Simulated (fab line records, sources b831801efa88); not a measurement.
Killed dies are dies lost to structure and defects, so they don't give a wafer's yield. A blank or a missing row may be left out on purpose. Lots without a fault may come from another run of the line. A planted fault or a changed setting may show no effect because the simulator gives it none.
fab line records | flow gf180mcu
record lots=5 wafers=15 last_day=32
route steps=602 shown CONTACT@290 M1@315
lots that met no fault: from a run of the same line without faults
start_h: hours from the record's first day to the start of the lot's first wafer shown | wait_h: hours since the lot's step before | " the same as in the row above | L1.1+2: a row that stands for several wafers | - no value, or no start given | * or withheld: withheld | < > ~ a bound
route shown NAME@n: a module of which the file shows steps, and the number in the route of the first | usual: mean/standard deviation of fault-free wafers | same: alike in all rows | chamber/n: place in a boat | sites: the reading at each site | _std_site: their standard deviation | _edge_site: outer sites' mean less inner sites' | radius_mm: how far each site lies from the wafer's centre | mask NAME#n: copy n | behind: the tool/chamber that last shaped the wafer | hold: why the lot was held/for how many hours/how that ended | device: the transistor (n, p or np) that didn't switch | end of line: the same wafers' tests at the end of the route | a step without rows: its recipe alone | killed: dies lost to structure and defects at the first sort, not the wafer's yield | map: a wafer's dies, x killed, . not, _ none there
set.NAME: the setting as run; set.NAME@STEP: as run at that earlier step | model.NAME: the simulator's own value behind a step, which no gauge read
lots at some steps of the route; a table a step, a row a wafer
services: from which hour (start_h, from the record's first day; less than 0 if before it) a tool's chamber was out of use, for how many hours, and why
## steps
# step GF_CONTACT_THK_MEAS_03
# recipe reads=SiO2_of_CONTACT_CVD_02
# usual CONTACT_CVD_02_THK=858/12
# columns lot.wafer tool chamber start_h wait_h CONTACT_CVD_02_THK[nm]
L074.2 film_metro-04 - 343.34 0.0 868
L074.4 " - " " 861
L074.6 " - " " 876
L077.1 film_metro-02 - 364.98 0.0 840
L077.2 " - " " 844
L077.5 " - " " 872
L079.1 film_metro-03 - 379.99 0.0 856
L079.3 " - " " 836
L079.4 " - " " 860
L083.1 film_metro-03 - 415.03 0.0 839
L083.2 " - " " 846
L083.6 " - " " 845
L086.4 film_metro-02 - 447.70 0.0 876
L086.5 " - " " 862
L086.6 " - " " 873
# step GF_CONTACT_CMP_04
# recipe material=SiO2 down_force_psi=4 platen_rpm=60 pad_velocity_m_s=0.94248
# usual edge_zone_pressure_frac=1.000/0.0046 motor_current_A=12.7/1.3 time_to_endpoint_s=108/6.6
# columns lot.wafer tool chamber start_h wait_h edge_zone_pressure_frac motor_current_A time_to_endpoint_s
L074.4 cmp-02 3 343.39 0.0 1.006 12.3 116
L074.2 " 2 " " 0.994 13.9 110
L074.6 " 0 " " 0.998 11.8 110
L077.2 cmp-02 3 365.04 0.0 0.998 11.7 103
L077.1 " 2 " " 1.001 14.5 103
L077.5 " 3 " " 1.002 12.4 116
L079.1 cmp-02 2 380.05 0.1 0.997 14.0 107
L079.4 " 3 " " 0.999 12.1 114
L079.3 " 0 " " 1.002 12.7 99
L083.2 cmp-01 0 415.14 0.1 0.996 9.8 104
L083.1 " 2 " " 1.001 13.7 97
L083.6 " 3 " " 0.998 13.4 102
L086.4 cmp-02 2 447.78 0.1 1.008 13.9 120
L086.5 " 1 " " 0.992 14.1 104
L086.6 " 2 " " 1.002 13.7 119
# step GF_CONTACT_BOW_MEAS_05
# recipe mode=bow
# usual CONTACT_BOW=65/7
# columns lot.wafer tool chamber start_h wait_h CONTACT_BOW[um]
L074.2 film_metro-04 - 343.71 0.1 66
L074.4 " - " " 66
L074.6 " - " " 69
L077.1 film_metro-03 - 365.34 0.1 71
L077.2 " - " " 59
L077.5 " - " " 69
L079.1 film_metro-03 - 380.35 0.2 65
L079.3 " - " " 56
L079.4 " - " " 56
L083.1 film_metro-04 - 415.39 0.1 58
L083.2 " - " " 59
L083.6 " - " " 57
L086.4 film_metro-02 - 448.09 0.3 64
L086.5 " - " " 67
L086.6 " - " " 56
# step GF_CONTACT_DEHYDRATE_06
# recipe temp_c=200 time_s=60
# columns lot.wafer tool chamber start_h wait_h
L074.2+4+6 litho_track-04 0 354.28 10.5
L077.1+2+5 litho_track-04 0 375.61 10.2
L079.1+3+4 litho_track-04 0 391.51 11.1
L083.1+2+6 litho_track-04 0 426.96 11.5
L086.4+5+6 litho_track-03 0 460.05 11.9
# step GF_CONTACT_HMDS_07
# recipe prime_time_s=60 prime_temp_c=120
# columns lot.wafer tool chamber start_h wait_h
L074.2+4+6 litho_track-04 0 354.43 0.1
L077.1+2+5 litho_track-04 0 375.76 0.1
L079.1+3+4 litho_track-04 0 391.66 0.1
L083.1+2+6 litho_track-04 0 427.11 0.1
L086.4+5+6 litho_track-03 0 460.20 0.1
# step GF_CONTACT_COAT_08
# recipe resist=BARC temp_c=withheld time_s=withheld spin_rpm=withheld resist_thk_nm=withheld
# columns lot.wafer tool chamber start_h wait_h
L074.2+4+6 litho_track-04 0 354.58 0.1
L077.1+2+5 litho_track-04 0 375.91 0.1
L079.1+3+4 litho_track-04 0 391.81 0.1
L083.1+2+6 litho_track-04 0 427.26 0.1
L086.4+5+6 litho_track-03 0 460.35 0.1
# step GF_CONTACT_COAT_09
# recipe resist=KrF spin_rpm=withheld resist_thk_nm=1000
# columns lot.wafer tool chamber start_h wait_h
L074.2+4+6 litho_track-04 0 - -
L077.1+2+5 litho_track-04 0 - -
L079.1+3+4 litho_track-04 0 - -
L083.1+2+6 litho_track-04 0 - -
L086.4+5+6 litho_track-03 0 - -
# step GF_CONTACT_SOFTBAKE_10
# recipe temp_c=130 time_s=60 resist=KrF
# columns lot.wafer tool chamber start_h wait_h
L074.2+4+6 litho_track-04 0 - -
L077.1+2+5 litho_track-04 0 - -
L079.1+3+4 litho_track-04 0 - -
L083.1+2+6 litho_track-04 0 - -
L086.4+5+6 litho_track-03 0 - -
# step GF_CONTACT_EXPOSE_11
# recipe mask_id=Contact target_cd_nm=220 na=0.68 source_shape=conventional sigma_outer=0.6 dose_mj=38
# same sigma_outer=0.6
# columns lot.wafer tool chamber start_h wait_h mask
L074.2+4+6 krf_scanner-02 0 - - Contact#0
L077.1+2+5 krf_scanner-02 0 - - Contact#0
L079.1+3+4 krf_scanner-02 0 - - Contact#0
L083.1+2+6 krf_scanner-01 0 - - Contact#0
L086.4+5+6 krf_scanner-02 0 - - Contact#0
# step GF_CONTACT_PEB_12
# recipe peb_temp_c=135 peb_time_s=90 resist=KrF
# columns lot.wafer tool chamber start_h wait_h
L074.2+4+6 litho_track-04 0 - -
L077.1+2+5 litho_track-03 0 - -
L079.1+3+4 litho_track-02 0 - -
L083.1+2+6 litho_track-02 0 - -
L086.4+5+6 litho_track-02 0 - -
# step GF_CONTACT_DEVELOP_13
# recipe develop_time_s=60 resist=KrF dev_temp_c=21
# columns lot.wafer tool chamber start_h wait_h
L074.2+4+6 litho_track-04 0 365.88 0.2
L077.1+2+5 litho_track-03 0 387.48 0.2
L079.1+3+4 litho_track-02 0 403.28 0.2
L083.1+2+6 litho_track-02 0 439.82 0.2
L086.4+5+6 litho_track-02 0 472.75 0.1
# step GF_CONTACT_CD_MEAS_14
# recipe target_cd_nm=220
# usual cd_nm=219.8/1.5
# columns lot.wafer tool chamber start_h wait_h cd_nm
L074.2 cd_sem-02 - 366.03 0.1 217.7
L074.4 " - " " 218.4
L074.6 " - " " 216.4
L077.1 cd_sem-02 - 387.63 0.1 217.4
L077.2 " - " " 217.6
L077.5 " - " " 217.8
L079.1 cd_sem-02 - 403.43 0.1 221.8
L079.3 " - " " 223.6
L079.4 " - " " 223.0
L083.1 cd_sem-02 - 439.97 0.1 220.4
L083.2 " - " " 220.6
L083.6 " - " " 219.7
L086.4 cd_sem-02 - 472.88 0.1 219.2
L086.5 " - " " 221.4
L086.6 " - " " 219.9
# step GF_CONTACT_OVL_MEAS_15
# usual CONTACT_OVL=-1/5.3
# columns lot.wafer tool chamber start_h wait_h CONTACT_OVL[nm]
L074.2 overlay-01 - 366.13 0.1 -8
L074.4 " - " " -7
L074.6 " - " " -4
L077.1 overlay-01 - 387.75 0.1 -8
L077.2 " - " " -7
L077.5 " - " " -10
L079.1 overlay-02 - 403.55 0.1 -7
L079.3 " - " " -1
L079.4 " - " " -8
L083.1 overlay-01 - 440.09 0.1 -3
L083.2 " - " " -2
L083.6 " - " " -4
L086.4 overlay-01 - 472.96 0.1 -3
L086.5 " - " " 11
L086.6 " - " " -3
# step GF_CONTACT_ETCH_16
# recipe chemistry=N2/H2 target_depth_a=withheld overetch_a=withheld time_s=withheld target=BARC ion_energy_ev=200 source_w=500 bias_w=100 pressure_mtorr=30 n2_flow_sccm=100 h2_flow_sccm=200
# usual drypump_motor_current_A=5.7/0.5 oes_product_au=0.854/0.0045 throttle_valve_pct=13.223/0.0089
# columns lot.wafer tool chamber start_h wait_h drypump_motor_current_A oes_product_au throttle_valve_pct
L074.2 rie_diel-04 1 366.16 0.0 5.7 0.850 13.225
L074.4 " 2 " " 5.7 0.854 13.220
L074.6 " 3 " " 5.6 0.859 13.218
L077.1 rie_diel-04 3 387.78 0.0 5.6 0.864 13.228
L077.2 " 2 " " 5.7 0.853 13.224
L077.5 " 2 " " 5.7 0.850 13.228
L079.1 rie_diel-03 0 403.58 0.0 5.8 0.866 13.228
L079.3 " 3 " " 4.6 0.856 13.212
L079.4 " 2 " " 5.8 0.856 13.205
L083.1 rie_diel-04 0 440.13 0.0 6.3 0.864 13.215
L083.2 " 1 " " 5.7 0.851 13.229
L083.6 " 2 " " 5.7 0.854 13.227
L086.4 rie_diel-04 3 472.98 0.0 5.6 0.854 13.220
L086.5 " 0 " " 6.4 0.852 13.222
L086.6 " 3 " " 5.6 0.855 13.232
# step GF_CONTACT_ETCH_17
# recipe chemistry=C4F8/O2/Ar mask_material=KrF target=SiO2 stop_on=CoSi2 source_w=1500 bias_w=1200 pressure_mtorr=40 c4f8_flow_sccm=withheld O2_flow_sccm=6 Ar_flow_sccm=300 time_s=withheld target_depth_a=8600
# usual oes_product_au=0.815/0.0049
# columns lot.wafer tool chamber start_h wait_h oes_product_au
L074.2 rie_diel-04 1 - - 0.811
L074.4 " 2 " " 0.812
L074.6 " 3 " " 0.817
L077.1 rie_diel-04 3 - - 0.826
L077.2 " 2 " " 0.824
L077.5 " 2 " " 0.813
L079.1 rie_diel-03 0 - - 0.820
L079.3 " 3 " " 0.816
L079.4 " 2 " " 0.809
L083.1 rie_diel-04 0 - - 0.805
L083.2 " 1 " " 0.811
L083.6 " 2 " " 0.816
L086.4 rie_diel-04 3 - - 0.815
L086.5 " 0 " " 0.811
L086.6 " 3 " " 0.804
# step GF_CONTACT_STRIP_18
# recipe chemistry=O2/N2 power_w=1400 pressure_mtorr=1500 platen_temp_c=250 o2_flow_sccm=3000 n2_flow_sccm=300 overash_fraction=0.5
# usual drypump_motor_current_A=5.9/0.31 heater_power_w=320/26 oes_product_au=0.579/0.0049
# columns lot.wafer tool chamber start_h wait_h drypump_motor_current_A heater_power_w oes_product_au rf_hours_counter_h
L074.2 plasma_asher-03 1 366.33 - 5.7 335 0.580 72
L074.4 " 1 " " 5.7 332 0.575 -
L074.6 " 1 " " 5.8 332 0.580 -
L077.1 plasma_asher-03 1 387.95 - 5.7 336 0.581 74
L077.2 " 0 " " 6.1 274 0.578 74
L077.5 " 0 " " 6.1 271 0.575 -
L079.1 plasma_asher-03 0 403.74 - 6.1 262 0.580 76
L079.3 " 0 " " 6.1 274 0.581 -
L079.4 " 1 " " 5.7 330 0.581 -
L083.1 plasma_asher-03 1 440.29 - 5.8 330 0.577 1
L083.2 " 0 " " 6.1 280 0.574 1
L083.6 " 0 " " 6.1 280 0.579 -
L086.4 plasma_asher-04 1 473.18 - 5.3 338 0.579 -
L086.5 " 1 " " 5.4 353 0.575 -
L086.6 " 0 " " 6.3 311 0.582 -
# step GF_CONTACT_CLEAN_19
# recipe chemistry=SPM
# columns lot.wafer tool chamber start_h wait_h
L074.2+4+6 wet_bench-02 0 366.43 0.1
L077.1+2+5 wet_bench-03 1 388.05 0.1
L079.1+3+4 wet_bench-02 0 403.84 0.1
L083.1+2+6 wet_bench-02 1 440.39 0.1
L086.4+5+6 wet_bench-03 2 473.24 0.0
# step GF_CONTACT_CLEAN_20
# recipe chemistry=DIW
# columns lot.wafer tool chamber start_h wait_h
L074.2+4+6 wet_bench-04 1 366.52 0.0
L077.1+2+5 wet_bench-04 1 388.14 0.0
L079.1+3+4 wet_bench-04 2 403.94 0.0
L083.1+2+6 wet_bench-04 3 440.49 0.0
L086.4+5+6 wet_bench-02 3 473.33 0.0
# step GF_CONTACT_CLEAN_21
# recipe chemistry=dHF time_s=20 dilution=100:1 dry=ipa_marangoni
# columns lot.wafer tool chamber start_h wait_h
L074.2+4+6 wet_bench-03 2 366.62 0.0
L077.1+2+5 wet_bench-03 1 388.24 0.0
L079.1+3+4 wet_bench-03 2 404.04 0.0
L083.1+2+6 wet_bench-02 3 440.58 0.0
L086.4+5+6 wet_bench-04 3 473.43 0.0
# step GF_CONTACT_SPUTTER_22
# recipe material=Ti target_thk_nm=15 chamber_pressure_pa=5 power_w=2500 substrate_temp_c=200 time_s=80.02
# usual throttle_valve_pct=30.0/1.1
# columns lot.wafer tool chamber start_h wait_h throttle_valve_pct
L074.2 pvd_sputter-01 - 366.63 0.0 30.9
L074.4 " - " " 28.0
L074.6 " - " " 30.7
L077.1 pvd_sputter-02 - 388.25 0.0 29.4
L077.2 " - " " 30.5
L077.5 " - " " 30.6
L079.1 pvd_sputter-01 - 404.05 0.0 28.0
L079.3 " - " " 30.2
L079.4 " - " " 31.1
L083.1 pvd_sputter-01 - 440.59 0.0 30.7
L083.2 " - " " 30.0
L083.6 " - " " 30.1
L086.4 pvd_sputter-01 - 473.44 0.0 30.9
L086.5 " - " " 30.2
L086.6 " - " " 28.0
# step GF_CONTACT_SPUTTER_23
# recipe material=TiN target_thk_nm=10 chamber_pressure_pa=5 power_w=4000 time_s=40
# usual throttle_valve_pct=30.0/1
# columns lot.wafer tool chamber start_h wait_h throttle_valve_pct
L074.2 pvd_sputter-01 - 366.69 0.0 31.0
L074.4 " - " " 28.0
L074.6 " - " " 30.5
L077.1 pvd_sputter-02 - 388.31 0.0 29.6
L077.2 " - " " 30.4
L077.5 " - " " 30.7
L079.1 pvd_sputter-01 - 404.11 0.0 28.1
L079.3 " - " " 30.3
L079.4 " - " " 30.8
L083.1 pvd_sputter-01 - 440.65 0.0 30.5
L083.2 " - " " 30.1
L083.6 " - " " 30.0
L086.4 pvd_sputter-01 - 473.50 0.0 30.7
L086.5 " - " " 29.9
L086.6 " - " " 27.9
# step GF_CONTACT_CVD_24
# recipe material=W target_thk_nm=300 time_s=90.339 temp_c=400 pressure_torr=40
# usual heater_power_w=896/92
# columns lot.wafer tool chamber start_h wait_h heater_power_w
L074.2 cvd_w-02 0 366.73 0.0 788
L074.4 " 0 " " 774
L074.6 " 0 " " 776
L077.1 cvd_w-02 1 388.35 0.0 976
L077.2 " 0 " " 776
L077.5 " 1 " " 959
L079.1 cvd_w-02 0 404.15 0.0 779
L079.3 " 1 " " 933
L079.4 " 0 " " 772
L083.1 cvd_w-02 0 440.69 0.0 778
L083.2 " 1 " " 938
L083.6 " 1 " " 943
L086.4 cvd_w-01 0 473.57 0.1 1030
L086.5 " 1 " " 830
L086.6 " 0 " " 1009
# step GF_CONTACT_RS_MEAS_25
# recipe thk_meas_gauge=four-point-probe reads=W_of_CONTACT_CVD_24+TiN_of_CONTACT_SPUTTER_23+Ti_of_CONTACT_SPUTTER_22
# usual CONTACT_W_RS=0.386/0.0034
# columns lot.wafer tool chamber start_h wait_h CONTACT_W_RS[ohm/sq]
L074.2 film_metro-03 - 366.85 0.1 0.385
L074.4 " - " " 0.384
L074.6 " - " " 0.388
L077.1 film_metro-02 - 388.45 0.1 0.387
L077.2 " - " " 0.386
L077.5 " - " " 0.388
L079.1 film_metro-04 - 404.25 0.1 0.387
L079.3 " - " " 0.387
L079.4 " - " " 0.388
L083.1 film_metro-03 - 440.79 0.1 0.386
L083.2 " - " " 0.386
L083.6 " - " " 0.386
L086.4 film_metro-02 - 473.70 0.1 0.390
L086.5 " - " " 0.389
L086.6 " - " " 0.382
# step GF_CONTACT_THK_MEAS_26
# recipe thk_meas_gauge=xrf reads=W_of_CONTACT_CVD_24
# usual CONTACT_W_THK=290/4.1
# columns lot.wafer tool chamber start_h wait_h CONTACT_W_THK[nm]
L074.2 film_metro-03 - 366.96 0.1 293
L074.4 " - " " 293
L074.6 " - " " 289
L077.1 film_metro-02 - 388.57 0.1 290
L077.2 " - " " 291
L077.5 " - " " 287
L079.1 film_metro-04 - 404.37 0.1 293
L079.3 " - " " 294
L079.4 " - " " 293
L083.1 film_metro-03 - 440.91 0.1 295
L083.2 " - " " 293
L083.6 " - " " 294
L086.4 film_metro-02 - 473.79 0.1 288
L086.5 " - " " 288
L086.6 " - " " 294
# step GF_CONTACT_CMP_27
# recipe stop_on=SiO2 down_force_psi=3.5 platen_rpm=60 t_overpolish_s=15 target_thk_nm=0 pad_velocity_m_s=0.94248
# usual edge_zone_pressure_frac=1.000/0.0048 motor_current_A=11.8/1.1 overpolish_run_s=14.999/0.0097 time_to_endpoint_s=70/3.5
# columns lot.wafer tool chamber start_h wait_h edge_zone_pressure_frac motor_current_A overpolish_run_s time_to_endpoint_s
L074.2 cmp-02 1 367.06 0.1 0.998 12.6 15.005 69
L074.4 " 2 " " 1.001 12.2 15.009 72
L074.6 " 1 " " 0.996 13.3 14.989 69
L077.1 cmp-01 2 388.63 0.1 0.996 12.0 15.007 67
L077.2 " 1 " " 1.003 12.7 15.012 69
L077.5 " 3 " " 1.008 12.3 15.001 74
L079.1 cmp-02 0 404.43 0.1 1.002 11.6 15.004 65
L079.4 " 2 " " 1.005 12.4 15.006 67
L079.3 " 3 " " 0.997 10.9 14.997 70
L083.2 cmp-02 3 441.02 0.1 1.000 11.0 15.024 74
L083.1 " 0 " " 0.998 11.6 15.010 71
L083.6 " 2 " " 0.995 12.6 14.990 73
L086.4 cmp-02 2 473.82 0.0 0.998 12.5 15.005 71
L086.5 " 2 " " 1.005 12.8 15.014 72
L086.6 " 3 " " 1.008 11.1 14.987 79
# step GF_M1_SPUTTER_00
# recipe material=Ti target_thk_nm=37.5 arriving_ion_energy_ev=80 substrate_temp_c=200 chamber_pressure_pa=2 power_w=4000 time_s=150
# usual throttle_valve_pct=30.1/1.1
# columns lot.wafer tool chamber start_h wait_h throttle_valve_pct
L074.2 pvd_sputter-03 - 367.31 0.2 32.1
L074.4 " - " " 29.1
L074.6 " - " " 31.2
L077.1 pvd_sputter-01 - 388.93 0.2 30.3
L077.2 " - " " 28.0
L077.5 " - " " 30.6
L079.1 pvd_sputter-04 - 404.73 0.2 31.3
L079.3 " - " " 30.7
L079.4 " - " " 29.2
L083.1 pvd_sputter-04 - 441.27 0.1 31.0
L083.2 " - " " 30.5
L083.6 " - " " 29.0
L086.4 pvd_sputter-04 - 474.12 0.2 29.0
L086.5 " - " " 30.4
L086.6 " - " " 29.4
# step GF_M1_SPUTTER_01
# recipe material=TiN target_thk_nm=30 power_w=6500 time_s=25 chamber_pressure_pa=0.4
# usual throttle_valve_pct=30.1/1.1
# columns lot.wafer tool chamber start_h wait_h throttle_valve_pct
L074.2 pvd_sputter-03 - 367.41 0.1 31.9
L074.4 " - " " 29.5
L074.6 " - " " 31.1
L077.1 pvd_sputter-01 - 389.03 0.1 30.5
L077.2 " - " " 27.8
L077.5 " - " " 30.5
L079.1 pvd_sputter-04 - 404.83 0.1 31.1
L079.3 " - " " 30.4
L079.4 " - " " 29.1
L083.1 pvd_sputter-04 - 441.37 0.1 31.4
L083.2 " - " " 30.5
L083.6 " - " " 29.0
L086.4 pvd_sputter-04 - 474.22 0.1 28.9
L086.5 " - " " 30.4
L086.6 " - " " 29.2
# step GF_M1_SPUTTER_02
# recipe material=AlCu target_thk_nm=450 power_w=10600 time_s=23.9 chamber_pressure_pa=0.4
# usual throttle_valve_pct=30.1/1.1
# columns lot.wafer tool chamber start_h wait_h throttle_valve_pct
L074.2 pvd_sputter-03 - 367.44 0.0 31.9
L074.4 " - " " 29.4
L074.6 " - " " 31.2
L077.1 pvd_sputter-01 - 389.06 0.0 30.2
L077.2 " - " " 27.6
L077.5 " - " " 30.5
L079.1 pvd_sputter-04 - 404.86 0.0 31.2
L079.3 " - " " 30.2
L079.4 " - " " 29.2
L083.1 pvd_sputter-04 - 441.40 0.0 31.1
L083.2 " - " " 30.3
L083.6 " - " " 29.0
L086.4 pvd_sputter-04 - 474.25 0.0 28.8
L086.5 " - " " 30.3
L086.6 " - " " 29.2
# step GF_M1_SPUTTER_03
# recipe material=Ti target_thk_nm=10 substrate_temp_c=300 chamber_pressure_pa=0.3 power_w=3000 time_s=6.7
# usual throttle_valve_pct=30.1/1.1
# columns lot.wafer tool chamber start_h wait_h throttle_valve_pct
L074.2 pvd_sputter-03 - 367.47 0.0 32.1
L074.4 " - " " 29.3
L074.6 " - " " 30.9
L077.1 pvd_sputter-01 - 389.09 0.0 29.9
L077.2 " - " " 27.8
L077.5 " - " " 30.8
L079.1 pvd_sputter-04 - 404.89 0.0 31.6
L079.3 " - " " 30.5
L079.4 " - " " 29.1
L083.1 pvd_sputter-04 - 441.43 0.0 31.2
L083.2 " - " " 30.5
L083.6 " - " " 29.1
L086.4 pvd_sputter-04 - 474.28 0.0 29.2
L086.5 " - " " 30.3
L086.6 " - " " 29.5
# step GF_M1_SPUTTER_04
# recipe material=TiN target_thk_nm=50 power_w=6500 time_s=41.7 chamber_pressure_pa=0.4
# usual throttle_valve_pct=30.1/1.1
# columns lot.wafer tool chamber start_h wait_h throttle_valve_pct
L074.2 pvd_sputter-03 - 367.49 0.0 32.1
L074.4 " - " " 29.2
L074.6 " - " " 31.1
L077.1 pvd_sputter-01 - 389.11 0.0 30.3
L077.2 " - " " 28.0
L077.5 " - " " 30.7
L079.1 pvd_sputter-04 - 404.91 0.0 30.8
L079.3 " - " " 30.5
L079.4 " - " " 29.2
L083.1 pvd_sputter-04 - 441.45 0.0 31.1
L083.2 " - " " 30.5
L083.6 " - " " 29.2
L086.4 pvd_sputter-04 - 474.30 0.0 29.3
L086.5 " - " " 30.7
L086.6 " - " " 29.1
# step GF_M1_RS_MEAS_05
# recipe thk_meas_gauge=four-point-probe reads=TiN_of_M1_SPUTTER_04+Ti_of_M1_SPUTTER_03+AlCu_of_M1_SPUTTER_02+TiN_of_M1_SPUTTER_01+Ti_of_M1_SPUTTER_00
# usual M1_ALCU_RS=0.0696/0.00095
# columns lot.wafer tool chamber start_h wait_h M1_ALCU_RS[ohm/sq]
L074.2 film_metro-01 - 367.55 0.0 0.0699
L074.4 " - " " 0.0700
L074.6 " - " " 0.0710
L077.1 film_metro-04 - 389.15 0.0 0.0708
L077.2 " - " " 0.0693
L077.5 " - " " 0.0699
L079.1 film_metro-04 - 404.95 0.0 0.0685
L079.3 " - " " 0.0697
L079.4 " - " " 0.0695
L083.1 film_metro-01 - 441.49 0.0 0.0689
L083.2 " - " " 0.0688
L083.6 " - " " 0.0695
L086.4 film_metro-01 - 474.40 0.1 0.0701
L086.5 " - " " 0.0701
L086.6 " - " " 0.0695
# step GF_M1_THK_MEAS_06
# recipe thk_meas_gauge=xrf reads=AlCu_of_M1_SPUTTER_02
# usual M1_ALCU_THK=447/7.2
# columns lot.wafer tool chamber start_h wait_h M1_ALCU_THK[nm]
L074.2 film_metro-01 - 367.66 0.1 440
L074.4 " - " " 441
L074.6 " - " " 435
L077.1 film_metro-04 - 389.27 0.1 442
L077.2 " - " " 453
L077.5 " - " " 451
L079.1 film_metro-04 - 405.07 0.1 459
L079.3 " - " " 453
L079.4 " - " " 449
L083.1 film_metro-01 - 441.61 0.1 449
L083.2 " - " " 449
L083.6 " - " " 444
L086.4 film_metro-01 - 474.49 0.1 441
L086.5 " - " " 442
L086.6 " - " " 443
# step GF_M1_DEHYDRATE_07
# recipe temp_c=200 time_s=60
# columns lot.wafer tool chamber start_h wait_h
L074.2+4+6 litho_track-04 0 378.38 10.7
L077.1+2+5 litho_track-01 0 400.04 10.8
L079.1+3+4 litho_track-02 0 416.42 11.3
L083.1+2+6 litho_track-01 0 453.04 11.4
L086.4+5+6 litho_track-04 0 486.23 11.7
# step GF_M1_HMDS_08
# recipe prime_time_s=60 prime_temp_c=120
# columns lot.wafer tool chamber start_h wait_h
L074.2+4+6 litho_track-04 0 378.53 0.1
L077.1+2+5 litho_track-01 0 400.19 0.1
L079.1+3+4 litho_track-02 0 416.57 0.1
L083.1+2+6 litho_track-01 0 453.19 0.1
L086.4+5+6 litho_track-04 0 486.38 0.1
# step GF_M1_COAT_09
# recipe resist=KrF spin_rpm=withheld resist_thk_nm=1000
# columns lot.wafer tool chamber start_h wait_h
L074.2+4+6 litho_track-04 0 378.68 0.1
L077.1+2+5 litho_track-01 0 400.34 0.1
L079.1+3+4 litho_track-02 0 416.72 0.1
L083.1+2+6 litho_track-01 0 453.34 0.1
L086.4+5+6 litho_track-04 0 486.53 0.1
# step GF_M1_SOFTBAKE_10
# recipe temp_c=130 time_s=60 resist=KrF
# columns lot.wafer tool chamber start_h wait_h
L074.2+4+6 litho_track-04 0 378.83 0.1
L077.1+2+5 litho_track-01 0 400.49 0.1
L079.1+3+4 litho_track-02 0 416.87 0.1
L083.1+2+6 litho_track-01 0 453.49 0.1
L086.4+5+6 litho_track-04 0 486.68 0.1
# step GF_M1_EXPOSE_11
# recipe mask_id=Metal1 target_cd_nm=230 na=0.68 source_shape=conventional sigma_outer=0.6 dose_mj=28
# same sigma_outer=0.6
# columns lot.wafer tool chamber start_h wait_h mask
L074.2+4+6 krf_scanner-02 0 - - Metal1#0
L077.1+2+5 krf_scanner-01 0 - - Metal1#0
L079.1+3+4 krf_scanner-02 0 - - Metal1#0
L083.1+2+6 krf_scanner-01 0 - - Metal1#0
L086.4+5+6 krf_scanner-02 0 - - Metal1#0
# step GF_M1_PEB_12
# recipe peb_temp_c=135 peb_time_s=90 resist=KrF
# columns lot.wafer tool chamber start_h wait_h
L074.2+4+6 litho_track-02 0 - -
L077.1+2+5 litho_track-02 0 - -
L079.1+3+4 litho_track-04 0 - -
L083.1+2+6 litho_track-02 0 - -
L086.4+5+6 litho_track-01 0 - -
# step GF_M1_DEVELOP_13
# recipe develop_time_s=60 dev_temp_c=21
# columns lot.wafer tool chamber start_h wait_h
L074.2+4+6 litho_track-02 0 390.45 0.2
L077.1+2+5 litho_track-02 0 411.83 0.2
L079.1+3+4 litho_track-04 0 428.86 0.2
L083.1+2+6 litho_track-02 0 465.77 0.2
L086.4+5+6 litho_track-01 0 498.57 0.1
# step GF_M1_CD_MEAS_14
# recipe target_cd_nm=230
# usual cd_nm=230.3/1.2
# columns lot.wafer tool chamber start_h wait_h cd_nm
L074.2 cd_sem-02 - 390.60 0.1 232.5
L074.4 " - " " 232.1
L074.6 " - " " 230.5
L077.1 cd_sem-02 - 411.98 0.1 230.6
L077.2 " - " " 230.7
L077.5 " - " " 229.7
L079.1 cd_sem-01 - 429.01 0.1 230.2
L079.3 " - " " 230.7
L079.4 " - " " 229.4
L083.1 cd_sem-02 - 465.92 0.1 230.6
L083.2 " - " " 230.5
L083.6 " - " " 230.5
L086.4 cd_sem-02 - 498.70 0.1 230.9
L086.5 " - " " 229.4
L086.6 " - " " 230.0
# step GF_M1_OVL_MEAS_15
# usual M1_OVL=-2/5.7
# columns lot.wafer tool chamber start_h wait_h M1_OVL[nm]
L074.2 overlay-01 - 390.70 0.1 -13
L074.4 " - " " -15
L074.6 " - " " -1
L077.1 overlay-01 - 412.10 0.1 -7
L077.2 " - " " 6
L077.5 " - " " 6
L079.1 overlay-02 - 429.13 0.1 2
L079.3 " - " " -1
L079.4 " - " " -6
L083.1 overlay-01 - 466.04 0.1 -3
L083.2 " - " " -6
L083.6 " - " " -3
L086.4 overlay-02 - 498.78 0.1 0
L086.5 " - " " 6
L086.6 " - " " 4
# step GF_M1_METAL_ETCH_16
# recipe chemistry=Cl2/BCl3 mask_material=KrF target_depth_nm=627.5 stop_on=SiO2 pressure_mtorr=8 icp_w=800 bias_w=140 Cl2_flow_sccm=80 bcl3_flow_sccm=40 time_s=104.6
# usual drypump_motor_current_A=5.7/0.42 oes_product_au=0.970/0.007 throttle_valve_pct=28.252/0.011
# columns lot.wafer tool chamber start_h wait_h drypump_motor_current_A oes_product_au rf_hours_counter_h throttle_valve_pct
L074.2 rie_metal-02 0 390.73 0.0 5.5 0.970 8 28.264
L074.4 " 1 " " 6.2 0.957 - 28.254
L074.6 " 0 " " 5.5 0.955 - 28.268
L077.1 rie_metal-02 1 412.13 0.0 6.2 0.968 5 28.256
L077.2 " 0 " " 5.4 0.978 9 28.230
L077.5 " 0 " " 5.4 0.963 - 28.257
L079.1 rie_metal-03 0 429.16 0.0 5.5 0.978 0 28.245
L079.3 " 1 " " 5.1 0.966 - 28.246
L079.4 " 0 " " 5.5 0.967 - 28.245
L083.1 rie_metal-01 0 466.08 0.0 6.3 0.974 8 28.257
L083.2 " 1 " " 6.2 0.969 6 28.245
L083.6 " 1 " " 6.2 0.972 - 28.262
L086.4 rie_metal-03 0 498.83 0.0 5.5 0.968 - 28.255
L086.5 " 1 " " 5.1 0.966 - 28.260
L086.6 " 0 " " 5.5 0.965 - 28.244
## services
# columns tool chamber start_h hours kind
pvd_sputter-04 - 322.24 9.0 repair
wet_bench-03 - 322.35 0.5 repair
pvd_sputter-03 - 328.90 0.9 repair
krf_scanner-01 - 336.65 1.5 repair
rie_diel-04 3 349.49 7.3 repair
krf_scanner-02 - 360.78 0.7 repair
krf_scanner-02 - 361.49 1.0 pm
krf_scanner-01 - 369.72 1.3 pm
krf_scanner-02 - 375.19 0.8 pm
krf_scanner-01 - 380.24 0.2 repair
wet_bench-02 - 387.29 1.9 pm
cvd_w-02 - 390.00 14.0 pm
cvd_w-02 - 412.20 1.0 repair
plasma_asher-03 - 412.22 0.5 repair
plasma_asher-03 - 421.25 9.0 pm
krf_scanner-02 - 428.41 1.3 pm
rie_diel-04 3 429.14 13.9 repair
krf_scanner-02 - 434.83 4.0 pm
krf_scanner-01 - 463.96 3.6 repair
rie_diel-04 2 477.84 8.3 repair
cvd_w-02 0 480.37 4.1 repair
plasma_asher-03 - 495.22 2.7 repair
cmp-02 - 497.30 5.1 pm
plasma_asher-03 - 498.47 34.6 pm
## key
fault none
